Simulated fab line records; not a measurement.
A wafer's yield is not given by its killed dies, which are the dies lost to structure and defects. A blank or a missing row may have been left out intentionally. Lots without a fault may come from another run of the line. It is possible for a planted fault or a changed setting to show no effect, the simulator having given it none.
fab line records -- flow sky130
[record] lots = 7, wafers = 21, last-day = 51
route steps=708 shown POLY_GATE@229 LDD_N@237 PAD_OPEN@708
lots that met no fault: taken from a fault-free run of the same line
start-h: hours from the record's first day to the start of the lot's first wafer shown -- wait-h: time in hours since the lot's previous step -- " as in the row above -- L1.1+2: one row covering several wafers at once -- - either no value or no given start -- * or withheld: withheld -- < > ~ a bound
route shown NAME@n: a module of which the file shows steps, and the number in the route of the first -- usual: the fault-free wafers' mean and standard deviation -- same: alike in all rows -- chamber/n: place in a boat -- sites: the reading at each site -- _std_site: the standard deviation of these -- _edge_site: outer sites' mean less inner sites' -- radius-mm: how far each site lies from the wafer's centre -- mask NAME#n: copy n -- behind: the tool/chamber that last shaped the wafer -- hold: the reason the lot was held/the length of the hold in hours/how it ended -- device: the transistor (n, p or np) that didn't switch -- end of line: tests of these same wafers at the route's end -- step lacking rows: just its recipe -- killed: at the first sort, the dies lost to defects and structure; wafer yield is something else -- map: a wafer's dies, marking killed ones x, the rest . and places with no die _
set.NAME: the setting that was run; set.NAME@STEP: the one run at that earlier step -- model.NAME: the simulator's own value behind a step, which no gauge read
lots at some steps of the route; a table a step, a row a wafer
services: a tool's chamber out of use, with start hour (start-h, from the record's first day; less than 0 if before it), hours out, and reason
[[steps]]
[step SKY_POLY_GATE_ETCH_15]
[recipe] chemistry = N2/H2, target = BARC, ion-energy-ev = 200, source-w = 500, bias-w = 100, pressure-mtorr = 30, n2-flow-sccm = 100, h2-flow-sccm = 200, stop-on = SiO2, time-s = 118.5, target-depth-a = 1100
[usual] drypump-motor-current-A = 5.75/0.3, oes-product-au = 0.716/0.0045, throttle-valve-pct = 13.213/0.0091
lot.wafer,tool,chamber,start-h,wait-h,drypump-motor-current-A,oes-product-au,rf-hours-counter-h,throttle-valve-pct
L927.1,rie-diel-03,1,381.45,0.0,5.97,0.716,4,13.189
L927.5,rie-diel-03,3,381.45,0.0,5.90,0.714,-,13.213
L927.6,rie-diel-03,0,381.45,0.0,5.72,0.717,-,13.205
L928.1,rie-diel-02,1,396.76,0.0,5.37,0.721,5,13.227
L928.2,rie-diel-02,0,396.76,0.0,5.54,0.717,16,13.209
L928.3,rie-diel-02,3,396.76,0.0,5.49,0.716,5,13.217
L931.2,rie-diel-03,1,427.20,0.0,5.99,0.722,5,13.214
L931.5,rie-diel-03,3,427.20,0.0,5.89,0.713,-,13.219
L931.6,rie-diel-03,2,427.20,0.0,5.61,0.719,-,13.200
L932.3,rie-diel-03,0,438.55,0.0,5.73,0.707,73,13.196
L932.4,rie-diel-03,3,438.55,0.0,5.88,0.719,51,13.202
L932.6,rie-diel-03,2,438.55,0.0,5.63,0.719,-,13.198
L933.3,rie-diel-03,1,447.20,0.0,5.98,0.711,5,13.211
L933.4,rie-diel-03,2,447.20,0.0,5.60,0.717,68,13.222
L933.5,rie-diel-03,1,447.20,0.0,5.98,0.718,-,13.208
L937.2,rie-diel-01,2,485.91,0.0,5.54,0.727,0,13.226
L937.5,rie-diel-01,0,485.91,0.0,6.13,0.723,-,13.218
L937.6,rie-diel-01,1,485.91,0.0,5.92,0.716,-,13.210
L946.2,rie-diel-01,3,569.45,0.0,5.07,0.711,14,13.202
L946.3,rie-diel-01,1,569.45,0.0,5.89,0.717,1,13.215
L946.6,rie-diel-01,1,569.45,0.0,5.89,0.722,-,13.213
[step SKY_POLY_GATE_ETCH_16]
[recipe] stop-on = poly-Si, chemistry = CH3F/O2, target = Si3N4, source-w = 400, bias-w = 80, pressure-mtorr = 25, ch3f-flow-sccm = 40, O2_flow_sccm = 30, time-s = 147.5, target-depth-a = 750
[usual] drypump-motor-current-A = 5.75/0.29, oes-product-au = 0.641/0.0051, throttle-valve-pct = 10.534/0.0093
lot.wafer,tool,chamber,start-h,wait-h,drypump-motor-current-A,oes-product-au,rf-hours-counter-h,throttle-valve-pct
L927.1,rie-diel-03,1,381.53,0.0,5.99,0.629,4,10.518
L927.5,rie-diel-03,3,381.53,0.0,5.88,0.627,-,10.525
L927.6,rie-diel-03,0,381.53,0.0,5.71,0.636,-,10.517
L928.1,rie-diel-02,1,396.84,0.0,5.34,0.638,5,10.532
L928.2,rie-diel-02,0,396.84,0.0,5.54,0.639,16,10.520
L928.3,rie-diel-02,3,396.84,0.0,5.46,0.633,5,10.527
L931.2,rie-diel-03,1,427.28,0.0,5.96,0.644,5,10.526
L931.5,rie-diel-03,3,427.28,0.0,5.87,0.636,-,10.539
L931.6,rie-diel-03,2,427.28,0.0,5.61,0.640,-,10.529
L932.3,rie-diel-03,0,438.63,0.0,5.71,0.649,74,10.531
L932.4,rie-diel-03,3,438.63,0.0,5.87,0.641,51,10.524
L932.6,rie-diel-03,2,438.63,0.0,5.59,0.649,-,10.530
L933.3,rie-diel-03,1,447.28,0.0,5.99,0.635,5,10.537
L933.4,rie-diel-03,2,447.28,0.0,5.62,0.639,68,10.531
L933.5,rie-diel-03,1,447.28,0.0,5.98,0.637,-,10.537
L937.2,rie-diel-01,2,485.99,0.0,5.53,0.634,0,10.535
L937.5,rie-diel-01,0,485.99,0.0,6.14,0.642,-,10.539
L937.6,rie-diel-01,1,485.99,0.0,5.89,0.636,-,10.521
L946.2,rie-diel-01,3,569.54,0.0,5.07,0.642,14,10.540
L946.3,rie-diel-01,1,569.54,0.0,5.90,0.647,1,10.525
L946.6,rie-diel-01,1,569.54,0.0,5.88,0.637,-,10.546
[step SKY_POLY_GATE_ETCH_17]
[recipe] target-depth-nm = 180, stop-on = SiO2, over-etch-frac = 0.56667, chemistry = HBr/Cl2, target = poly-Si, icp-w = 400, bias-w = 100, pressure-mtorr = 10, HBr_flow_sccm = 150, Cl2_flow_sccm = 50, time-s = 70.5
[usual] HBr_flow_sccm = 150.0/0.44, drypump-motor-current-A = 5.8/0.31, oes-product-au = 0.982/0.007, throttle-valve-pct = 33.684/0.0081
lot.wafer,tool,chamber,start-h,wait-h,HBr_flow_sccm,drypump-motor-current-A,oes-product-au,rf-hours-counter-h,throttle-valve-pct
L927.1,rie-si-01,2,381.63,0.0,150.0,5.6,0.992,68,33.685
L927.5,rie-si-01,1,381.63,0.0,150.5,5.8,0.983,-,33.695
L927.6,rie-si-01,2,381.63,0.0,149.9,5.6,0.996,-,33.694
L928.1,rie-si-01,0,396.94,0.0,149.0,6.1,0.989,1,33.678
L928.2,rie-si-01,2,396.94,0.0,150.0,5.6,0.984,68,33.684
L928.3,rie-si-01,1,396.94,0.0,150.2,5.8,0.973,0,33.676
L931.2,rie-si-02,2,427.38,0.0,150.2,6.0,0.985,3,33.703
L931.5,rie-si-02,0,427.38,0.0,149.8,5.6,0.983,-,33.684
L931.6,rie-si-02,3,427.38,0.0,150.9,5.2,0.998,-,33.686
L932.3,rie-si-01,0,438.73,0.0,149.8,6.1,0.980,1,33.680
L932.4,rie-si-01,2,438.73,0.0,149.5,5.6,0.977,68,33.674
L932.6,rie-si-01,2,438.73,0.0,149.4,5.6,0.985,-,33.683
L933.3,rie-si-02,2,447.38,0.0,149.7,6.0,0.989,3,33.687
L933.4,rie-si-02,3,447.38,0.0,150.1,5.2,0.987,3,33.684
L933.5,rie-si-02,2,447.38,0.0,150.2,6.0,0.985,-,33.671
L937.2,rie-si-02,0,486.09,0.0,150.0,5.6,0.980,5,33.681
L937.5,rie-si-02,3,486.09,0.0,150.6,5.2,0.986,-,33.684
L937.6,rie-si-02,0,486.09,0.0,149.9,5.6,0.978,-,33.681
L946.2,rie-si-01,1,569.64,0.0,150.2,5.8,0.980,1,33.684
L946.3,rie-si-01,0,569.64,0.0,150.1,6.1,0.978,2,33.692
L946.6,rie-si-01,1,569.64,0.0,149.4,5.8,0.973,-,33.684
[step SKY_POLY_GATE_STRIP_18]
[recipe] chemistry = O2/N2, power-w = 1400, pressure-mtorr = 1500, platen-temp-c = withheld, o2-flow-sccm = 3000, n2-flow-sccm = 300, overash-fraction = 0.5
[usual] drypump-motor-current-A = 5.8/0.51, oes-product-au = 0.361/0.0051, strip-time-to-endpoint-s = 3.18/0.036
lot.wafer,tool,chamber,start-h,wait-h,drypump-motor-current-A,oes-product-au,rf-hours-counter-h,strip-time-to-endpoint-s
L927.1,plasma-asher-02,0,381.69,0.0,5.6,0.358,58,3.16
L927.5,plasma-asher-02,0,381.69,0.0,5.5,0.352,-,3.17
L927.6,plasma-asher-02,1,381.69,0.0,6.0,0.359,-,3.19
L928.1,plasma-asher-04,0,396.99,0.0,6.0,0.367,28,3.19
L928.2,plasma-asher-04,1,396.99,0.0,5.7,0.359,28,3.12
L928.3,plasma-asher-04,1,396.99,0.0,5.7,0.360,-,3.19
L931.2,plasma-asher-04,0,427.44,0.0,6.0,0.352,32,3.16
L931.5,plasma-asher-04,0,427.44,0.0,6.1,0.360,-,3.11
L931.6,plasma-asher-04,1,427.44,0.0,5.7,0.364,-,3.20
L932.3,plasma-asher-03,0,438.82,0.1,5.0,0.359,-,3.17
L932.4,plasma-asher-03,1,438.82,0.1,6.7,0.361,-,3.12
L932.6,plasma-asher-03,1,438.82,0.1,6.7,0.364,-,3.20
L933.3,plasma-asher-03,1,447.47,0.1,6.7,0.361,-,3.21
L933.4,plasma-asher-03,0,447.47,0.1,5.0,0.367,-,3.23
L933.5,plasma-asher-03,1,447.47,0.1,6.7,0.355,-,3.21
L937.2,plasma-asher-02,1,486.14,0.0,6.0,0.361,70,3.18
L937.5,plasma-asher-02,0,486.14,0.0,5.6,0.355,-,3.18
L937.6,plasma-asher-02,1,486.14,0.0,6.0,0.352,-,3.11
L946.2,plasma-asher-04,0,569.69,0.0,6.0,0.359,46,3.16
L946.3,plasma-asher-04,1,569.69,0.0,5.7,0.360,-,3.14
L946.6,plasma-asher-04,0,569.69,0.0,6.0,0.362,-,3.16
[step SKY_POLY_GATE_CLEAN_19]
[recipe] chemistry = SC1/SC2, mix = 1:4:20, temp-c = 70, time-s = 150, dry = n2-spin
[step SKY_POLY_GATE_OXIDATION_20]
[recipe] temp-c = 850, ambient = O2, stabilise-s = 600, purge-s = 300, target-thk-a = 40, ox-time-s = 899
[step SKY_POLY_GATE_THK_MEAS_21]
[recipe] reads = SiO2_of_POLY_GATE_OXIDATION_20
[usual] POLY_GATE_OXIDATION_THK = 4.00/0.079
lot.wafer,tool,chamber,start-h,wait-h,POLY_GATE_OXIDATION_THK[nm]
L927.1,film-metro-02,-,383.63,0.0,3.84
L927.5,film-metro-02,-,383.63,0.0,4.03
L927.6,film-metro-02,-,383.63,0.0,3.93
L928.1,film-metro-01,-,398.39,0.0,4.05
L928.2,film-metro-01,-,398.39,0.0,3.94
L928.3,film-metro-01,-,398.39,0.0,3.95
L931.2,film-metro-04,-,429.75,0.0,4.05
L931.5,film-metro-04,-,429.75,0.0,4.09
L931.6,film-metro-04,-,429.75,0.0,4.06
L932.3,film-metro-04,-,440.21,0.0,4.09
L932.4,film-metro-04,-,440.21,0.0,4.10
L932.6,film-metro-04,-,440.21,0.0,4.09
L933.3,film-metro-02,-,448.86,0.0,4.11
L933.4,film-metro-02,-,448.86,0.0,4.09
L933.5,film-metro-02,-,448.86,0.0,4.04
L937.2,film-metro-02,-,487.55,0.0,4.08
L937.5,film-metro-02,-,487.55,0.0,4.07
L937.6,film-metro-02,-,487.55,0.0,4.13
L946.2,film-metro-02,-,571.10,0.0,4.07
L946.3,film-metro-02,-,571.10,0.0,4.03
L946.6,film-metro-02,-,571.10,0.0,4.05
[step SKY_POLY_GATE_CD_MEAS_22]
[usual] cd-nm = 149.4/2.2
lot.wafer,tool,chamber,start-h,wait-h,cd-nm
L927.1,cd-sem-02,-,383.69,0.1,151.9
L927.5,cd-sem-02,-,383.69,0.1,151.7
L927.6,cd-sem-02,-,383.69,0.1,148.4
L928.1,cd-sem-01,-,398.45,0.1,145.4
L928.2,cd-sem-01,-,398.45,0.1,146.2
L928.3,cd-sem-01,-,398.45,0.1,147.6
L931.2,cd-sem-01,-,429.83,0.1,149.6
L931.5,cd-sem-01,-,429.83,0.1,146.8
L931.6,cd-sem-01,-,429.83,0.1,150.5
L932.3,cd-sem-02,-,440.30,0.1,146.8
L932.4,cd-sem-02,-,440.30,0.1,150.2
L932.6,cd-sem-02,-,440.30,0.1,149.6
L933.3,cd-sem-02,-,448.95,0.1,150.5
L933.4,cd-sem-02,-,448.95,0.1,149.7
L933.5,cd-sem-02,-,448.95,0.1,150.3
L937.2,cd-sem-01,-,487.63,0.1,149.6
L937.5,cd-sem-01,-,487.63,0.1,150.1
L937.6,cd-sem-01,-,487.63,0.1,151.7
L946.2,cd-sem-02,-,571.18,0.1,149.0
L946.3,cd-sem-02,-,571.18,0.1,148.5
L946.6,cd-sem-02,-,571.18,0.1,148.4
[step SKY_LDD_N_DEHYDRATE_00]
[recipe] temp-c = 200, time-s = 60
[step SKY_LDD_N_HMDS_01]
[recipe] prime-time-s = 60, prime-temp-c = 120
[step SKY_LDD_N_COAT_02]
[recipe] resist = NOVOLAK, spin-rpm = 3000, resist-thk-nm = 300
[step SKY_LDD_N_SOFTBAKE_03]
[recipe] temp-c = 90, time-s = 60, resist = NOVOLAK
[step SKY_LDD_N_EXPOSE_04]
[recipe] mask-id = NTM, target-cd-nm = 840, na = 0.6, source-shape = conventional, sigma-outer = 0.6, dose-mj = 110
[usual] stage-vel-mm-s = 500.01/0.26
lot.wafer,tool,chamber,start-h,wait-h,mask,stage-vel-mm-s,model.LDD_N.overlay-x-nm
L927.1,iline-stepper-01,0,399.57,-,NTM#0,500.03,0.3045
L927.5,iline-stepper-01,0,399.57,-,NTM#0,500.12,0.3045
L927.6,iline-stepper-01,0,399.57,-,NTM#0,499.83,0.3045
L928.1,iline-stepper-02,0,413.97,-,NTM#0,499.98,1.385
L928.2,iline-stepper-02,0,413.97,-,NTM#0,499.88,1.385
L928.3,iline-stepper-02,0,413.97,-,NTM#0,499.97,1.385
L931.2,iline-stepper-02,0,446.64,-,NTM#0,499.59,73.46
L931.5,iline-stepper-02,0,446.64,-,NTM#0,499.96,73.46
L931.6,iline-stepper-02,0,446.64,-,NTM#0,500.14,73.46
L932.3,iline-stepper-01,0,456.80,-,NTM#0,499.86,-0.8607
L932.4,iline-stepper-01,0,456.80,-,NTM#0,500.27,-0.8607
L932.6,iline-stepper-01,0,456.80,-,NTM#0,499.99,-0.8607
L933.3,iline-stepper-02,0,465.21,-,NTM#0,500.37,73.13
L933.4,iline-stepper-02,0,465.21,-,NTM#0,500.17,73.13
L933.5,iline-stepper-02,0,465.21,-,NTM#0,500.30,73.13
L937.2,iline-stepper-02,0,504.04,-,NTM#0,499.61,73.2
L937.5,iline-stepper-02,0,504.04,-,NTM#0,499.95,73.2
L937.6,iline-stepper-02,0,504.04,-,NTM#0,499.79,73.2
L946.2,iline-stepper-01,0,587.81,-,NTM#0,499.98,-0.1658
L946.3,iline-stepper-01,0,587.81,-,NTM#0,500.10,-0.1658
L946.6,iline-stepper-01,0,587.81,-,NTM#0,500.31,-0.1658
[step SKY_LDD_N_PEB_05]
[recipe] temp-c = withheld, time-s = *, resist = NOVOLAK
[step SKY_LDD_N_DEVELOP_06]
[recipe] develop-time-s = 60, dev-temp-c = 23
[step SKY_LDD_N_OVL_MEAS_07]
[usual] LDD_N_OVL = -0.3/1.2
lot.wafer,tool,chamber,start-h,wait-h,LDD_N_OVL[nm]
L927.1,overlay-02,-,414.84,0.1,-0.6
L927.5,overlay-02,-,414.84,0.1,-1.0
L927.6,overlay-02,-,414.84,0.1,-1.6
L928.1,overlay-01,-,429.15,0.1,1.8
L928.2,overlay-01,-,429.15,0.1,1.4
L928.3,overlay-01,-,429.15,0.1,0.7
L931.2,overlay-02,-,462.70,0.1,71.8
L931.5,overlay-02,-,462.70,0.1,73.1
L931.6,overlay-02,-,462.70,0.1,71.4
L932.3,overlay-01,-,473.86,0.1,-0.8
L932.4,overlay-01,-,473.86,0.1,-1.8
L932.6,overlay-01,-,473.86,0.1,-1.8
L933.3,overlay-02,-,481.40,0.1,73.4
L933.4,overlay-02,-,481.40,0.1,74.4
L933.5,overlay-02,-,481.40,0.1,74.2
L937.2,overlay-02,-,520.25,0.1,71.5
L937.5,overlay-02,-,520.25,0.1,74.1
L937.6,overlay-02,-,520.25,0.1,71.9
L946.2,overlay-01,-,603.15,0.1,-1.6
L946.3,overlay-01,-,603.15,0.1,0.3
L946.6,overlay-01,-,603.15,0.1,-1.2
[step SKY_LDD_N_IMPLANT_08]
[recipe] species = As, energy-kev = 20, dose-cm2 = 7.5e+13, tilt-deg = withheld, rotation-deg = 23
[step SKY_PAD_OPEN_PROBE_99]
[usual] killed_at_M0_to_M3 = 44/7.1, killed_at_M4_up = 3.3/1.9, killed-at-contacts = 24/5.3, killed-at-front-end = 15/4.5, killed-at-other = 0.3/0.55, killed-dies = 86/9.5, killed-open = 46/7.3, killed-short = 39/6.4
[same] gross-dies = 492, killed-at-back-side = 0
lot.wafer,tool,chamber,start-h,wait-h,killed_at_M0_to_M3,killed_at_M4_up,killed-at-contacts,killed-at-front-end,killed-at-other,killed-dies,killed-open,killed-short
L931.2,prober-01,-,1154.81,0.1,40,2,26,13,0,81,51,30
L931.5,prober-01,-,1154.96,0.2,43,5,23,12,2,85,48,37
L931.6,prober-01,-,1155.01,0.2,41,7,27,15,2,92,54,38
L933.3,prober-01,-,1165.30,0.2,40,5,29,15,1,90,58,32
L933.4,prober-01,-,1165.35,0.2,38,5,16,15,0,74,34,39
L933.5,prober-01,-,1165.40,0.2,35,7,23,8,0,73,42,30
L937.2,prober-02,-,1189.35,0.1,51,3,30,9,0,93,48,43
L937.5,prober-02,-,1189.50,0.2,44,4,24,8,0,80,43,37
L937.6,prober-02,-,1189.55,0.2,41,0,34,8,0,83,51,30
// killed by level:class
L931.2 CONTACT:geometric-particle:open=11 VIA1:geometric-particle:open=9 VIA2:geometric-particle:open=9 LI_CONTACT:geometric-particle:open=7 VIA1:geometric-particle:short=6 CONTACT:geometric-particle:short=5 METAL1:geometric-particle:short=4 FIELD_ISO:geometric-particle:open=3
L931.5 VIA1:geometric-particle:open=12 CONTACT:geometric-particle:open=7 VIA3:geometric-particle:open=7 LI_CONTACT:geometric-particle:open=6 VIA1:geometric-particle:short=6 METAL2:geometric-particle:short=6 FIELD_ISO:geometric-particle:open=5 POLY_GATE:geometric-particle:open=4
L931.6 CONTACT:geometric-particle:open=14 VIA1:geometric-particle:open=12 LI_CONTACT:geometric-particle:open=8 METAL2:geometric-particle:short=7 FIELD_ISO:geometric-particle:short=6 VIA3:geometric-particle:open=6 POLY_GATE:geometric-particle:short=4 METAL4:geometric-particle:short=4
L933.3 LI_CONTACT:geometric-particle:open=13 CONTACT:geometric-particle:open=10 VIA1:geometric-particle:open=10 METAL2:geometric-particle:short=6 FIELD_ISO:geometric-particle:open=5 VIA2:geometric-particle:open=5 VIA3:geometric-particle:open=5 METAL4:geometric-particle:short=4
L933.4 VIA1:geometric-particle:open=6 METAL1:geometric-particle:short=6 METAL2:geometric-particle:short=6 VIA3:geometric-particle:open=6 VIA2:geometric-particle:open=5 FIELD_ISO:geometric-particle:short=4 POLY_GATE:geometric-particle:open=4 LOCAL_INTERCONNECT:geometric-particle:short=4
L933.5 CONTACT:geometric-particle:open=9 VIA1:geometric-particle:open=8 LI_CONTACT:geometric-particle:open=5 VIA1:geometric-particle:short=5 VIA2:geometric-particle:open=5 CONTACT:geometric-particle:short=4 VIA3:geometric-particle:open=4 LOCAL_INTERCONNECT:geometric-particle:short=3
L937.2 VIA1:geometric-particle:open=13 CONTACT:geometric-particle:open=9 METAL2:geometric-particle:short=9 LI_CONTACT:geometric-particle:open=7 LOCAL_INTERCONNECT:geometric-particle:short=6 VIA3:geometric-particle:open=6 METAL1:geometric-particle:short=5 LI_CONTACT:geometric-particle:short=4
L937.5 VIA1:geometric-particle:open=13 CONTACT:geometric-particle:open=11 VIA2:geometric-particle:open=7 METAL1:geometric-particle:short=5 VIA1:geometric-particle:short=5 METAL2:geometric-particle:short=5 LI_CONTACT:geometric-particle:short=4 LI_CONTACT:geometric-particle:open=4
L937.6 VIA1:geometric-particle:open=14 LI_CONTACT:geometric-particle:open=13 METAL2:geometric-particle:short=7 CONTACT:geometric-particle:open=6 LI_CONTACT:geometric-particle:short=5 VIA2:geometric-particle:open=5 CONTACT:geometric-particle:short=4 VIA1:geometric-particle:short=4
[[services]]
tool,chamber,start-h,hours,kind
rie-diel-03,3,358.33,6.2,repair
iline-stepper-01,-,371.18,1.7,pm
plasma-asher-03,-,374.58,0.4,repair
iline-stepper-01,-,391.15,4.8,repair
plasma-asher-03,-,421.30,9.0,pm
iline-stepper-02,-,436.05,2.1,pm
iline-stepper-02,-,444.33,1.7,pm
rie-diel-02,0,484.83,12.8,repair
rie-diel-02,3,489.32,4.7,repair
rie-diel-01,1,490.17,16.7,repair
rie-diel-03,-,504.18,4.3,pm
rie-diel-02,0,507.93,13.4,repair
rie-diel-03,2,509.12,3.1,repair
rie-diel-03,0,518.78,4.1,repair
iline-stepper-01,-,525.30,12.7,repair
rie-diel-01,0,525.45,5.3,repair
iline-stepper-01,-,549.89,0.6,repair
rie-si-01,1,558.59,5.7,repair
plasma-asher-04,-,560.97,1.5,repair
rie-diel-03,3,564.55,1.2,repair
rie-si-02,0,567.56,16.7,repair
rie-si-01,-,572.04,28.1,pm
plasma-asher-02,-,577.84,0.8,repair
rie-diel-03,0,585.62,-,clean
[[key]]
[first-sign] step = SKY_LDD_N_OVL_MEAS_07, reading = LDD_N_OVL, direction = up, sigmas = 59, usual = -0.3, struck = 72.9
effect none on later readings
[model-effect] step = SKY_LDD_N_EXPOSE_04, value = LDD_N.overlay-x-nm, without = 0.2092, struck = 73.26
met-at SKY_LDD_N_EXPOSE_04
struck-wafers L931.2,L931.5,L931.6,L933.3,L933.4,L933.5,L937.2,L937.5,L937.6
tester-left-out L931,L933,L937
onset-between 413.97 446.64
also-fits SKY_POLY_GATE_ETCH_17:rie-si-02
[fault] kind = scanner-matching-overlay, tool = iline-stepper-02, chamber = -, onset-h = 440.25, steps = SKY_LDD_N_EXPOSE_04, offset = 73.055
// tester-left-out: of these lots the tester's yield and bins aren't shown, on N5 and GAA mostly nor the transistor test; their killed dies are dies lost to structure and defects alone, not to doping, threshold or leakage, so they don't give the yield
